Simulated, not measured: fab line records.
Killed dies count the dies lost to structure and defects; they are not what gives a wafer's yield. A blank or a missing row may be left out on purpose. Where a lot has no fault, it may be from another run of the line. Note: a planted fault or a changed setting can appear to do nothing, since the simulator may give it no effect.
Which tool did it? + flow gf180mcu + Sampling: 6 lots, 18 wafers, 2 of 602 route steps

== WHAT THE GAUGES READ, wafer by wafer ==
GF_PSD_RS_MEAS_14: measurement is done with a four-point probe.
| lot  | measured     | on           | NSD_RS (ohm/sq)   |
|------|--------------|--------------|-------------------|
| L456 | day 16 21:24 | filmMetro-01 | 48.91 48.97 48.99 |
| L462 | day 18 15:14 | filmMetro-01 | 46.21 46.14 46.13 |
| L464 | day 19 11:31 | filmMetro-02 | 46.22 46.28 46.14 |
| L468 | day 20 18:55 | filmMetro-02 | 46.12 45.93 46.11 |
| L470 | day 21 11:22 | filmMetro-01 | 46.18 46.19 46.14 |
| L472 | day 22 02:40 | filmMetro-04 | 46.07 46.07 46.13 |

== EACH LOT AND THE TOOL THAT RAN IT (in order: tool; ch and the chambers of the sampled wafers; start) ==
| lot  | GF_PSD_RTA_13                   |
|------|---------------------------------|
| L456 | rtpAnneal-01 ch 0, day 16 21:19 |
| L462 | rtpAnneal-02 ch 0, day 18 15:08 |
| L464 | rtpAnneal-02 ch 0, day 19 11:25 |
| L468 | rtpAnneal-02 ch 0, day 20 18:50 |
| L470 | rtpAnneal-01 ch 0, day 21 11:16 |
| L472 | rtpAnneal-01 ch 0, day 22 02:34 |
- GF_PSD_RTA_13: time 20 s.

== THE ANSWER, worked out from the rows above alone ==
Rule: the usual values come from the lots themselves. The widest of any qualifying gaps counts: lots, ordered by their means at a reading, are off when they make up no more than a third of the lots, leave a main group of 4 or more, and stand apart from it by 3 or more times the standard deviation of that group's means. A main group is skipped when, at the precision printed for the reading in the tables above, its means are all equal. Also off: a lot with no number at a reading for which 4 or more lots have one. The other lots that the step has rows for count as sound.
Off: L456, seen at GF_PSD_RS_MEAS_14 (NSD_RS). Mean 46.14 ohm/sq and standard deviation 0.058 in the main group.
If a tool, at a process step before that reading, ran all the lots that are off and no sound lot after the first of them, it fits. Those tools and the gauges at GF_PSD_RS_MEAS_14 are tried in the same way. No candidate that was tried fits.

== WHAT THE SIMULATOR HAD INSERTED ==
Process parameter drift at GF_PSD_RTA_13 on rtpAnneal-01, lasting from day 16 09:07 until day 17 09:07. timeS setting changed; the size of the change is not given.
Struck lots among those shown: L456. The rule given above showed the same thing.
